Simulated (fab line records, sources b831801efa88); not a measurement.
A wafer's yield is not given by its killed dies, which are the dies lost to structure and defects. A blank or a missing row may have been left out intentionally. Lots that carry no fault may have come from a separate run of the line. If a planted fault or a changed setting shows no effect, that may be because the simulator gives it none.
The tool behind it: which one? | flow gf180mcu | 12 lots, 36 wafers sampled, at 1 step of a route of 602

## WHAT THE GAUGES SHOWED, per wafer
GF_V2_THK_MEAS_03.
lot  | measured     | on            | V2_CVD_02_THK (nm)
L075 | day 21 21:26 | film_metro-04 | 849 864 873
L077 | day 22 13:32 | film_metro-02 | 844 844 863
L079 | day 23 05:49 | film_metro-03 | 834 831 849
L081 | day 23 17:35 | film_metro-04 | 852 862 863
L083 | day 24 14:19 | film_metro-03 | 843 851 864
L085 | day 25 05:30 | film_metro-04 | 843 862 856
L087 | day 25 18:08 | film_metro-03 | 848 823 863
L089 | day 26 10:21 | film_metro-03 | 849 876 867
L091 | day 27 02:13 | film_metro-03 | 847 844 857
L093 | day 27 11:04 | film_metro-04 | 847 859 861
L095 | day 28 00:53 | film_metro-03 | 836 842 848
L097 | day 28 14:26 | film_metro-03 | 847 868 854

## EACH LOT AND THE TOOL THAT RAN IT (in order: tool; ch and the chambers of the sampled wafers; start)
Record: no process step prior to these readings.

## THE ANSWER, worked out from the rows above alone
Rule: what is usual is taken from the lots themselves. The widest of any qualifying gaps counts: lots, ordered by their means at a reading, are off when they make up no more than a third of the lots, leave a main group of 4 or more, and stand apart from it by 3 or more times the standard deviation of that group's means. If all means in a main group match to the digits the tables above print for the reading, that group is not used. A lot without any number at a reading at which 4 lots or more have one is off too. All remaining lots with rows at the step are treated as sound.
No lot is off on any of the readings shown, so nothing can be concluded from this.

## WHAT THE SIMULATOR PUT IN
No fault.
